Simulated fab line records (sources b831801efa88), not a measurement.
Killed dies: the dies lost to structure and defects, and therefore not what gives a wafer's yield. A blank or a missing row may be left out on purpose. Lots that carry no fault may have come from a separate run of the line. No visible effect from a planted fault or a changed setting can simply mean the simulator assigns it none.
Matching of chambers -- flow sky130 -- 4 sister chambers for SKY_VIA3_ETCH_15 on rie_diel-03
The step etches SiO2 in C4F8/O2/Ar, stops on TiN, target depth 507 nm, time 78 s. 14 wafers are shown with their chamber, then 7 later ones without.

== WAFERS WITH THEIR CHAMBER ==
wafer,chamber,run_length_s (s),rf_fwd_power_W (W),oes_product_au (a.u.)
L379.3,2,105.8,1487,0.941
L379.5,2,105.8,1487,0.945
L379.6,1,106.7,1492,0.948
L383.2,1,106.3,1487,0.954
L383.5,1,106.2,1493,0.951
L383.6,2,105.8,1485,0.948
L386.3,3,106.9,1494,0.945
L386.4,2,105.6,1489,0.935
L386.6,0,106.5,1494,0.941
L395.2,1,106.4,1491,0.951
L395.3,2,105.9,1482,0.940
L395.4,3,106.9,1496,0.944
L398.3,0,106.5,1492,0.949
L398.4,2,106.1,1482,0.953

SIGNATURES (averages over the wafers above)
reading,chamber 0,chamber 1,chamber 2,chamber 3,scatter within a chamber
run_length_s,106.500,106.400,105.833,106.900,0.165
rf_fwd_power_W,1493.00,1490.75,1485.33,1495.00,2.57
oes_product_au,0.94500,0.95100,0.94367,0.94450,0.00504
Rule: distance of a wafer from a chamber = root of the sum over the readings of ((wafer's reading minus chamber's mean) / reading's scatter) squared. The wafer belongs to the nearest chamber; if the next one is less than 2 further off, it can't be placed. How the scatter is found: for the shown wafers, subtract from each reading the mean of its chamber, square and add these, divide the total by (wafers less chambers), then take the root.

== WAFERS WITHOUT THEIR CHAMBER ==
wafer,run_length_s (s),rf_fwd_power_W (W),oes_product_au (a.u.)
L398.6,106.3,1493,0.951
L399.1,107.1,1488,0.946
L399.3,106.5,1494,0.953
L399.6,107.0,1501,0.944
L397.2,106.2,1483,0.946
L397.5,106.8,1494,0.955
L397.6,106.0,1489,0.948

== WHICH CHAMBER EACH ONE RAN IN ==
wafer,from the rows above,in truth
L398.6,can't be placed: 1 or 0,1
L399.1,can't be placed: 3 or 0 or 1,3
L399.3,can't be placed: 1 or 0 or 3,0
L399.6,can't be placed: 3 or 0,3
L397.2,can't be placed: 2 or 1 or 0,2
L397.5,can't be placed: 3 or 0 or 1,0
L397.6,can't be placed: 2 or 1 or 0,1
Placed correctly: 0 of 7. Not placeable from these rows: 7 (in 7, the candidates include the true chamber). Wrongly placed: 0.
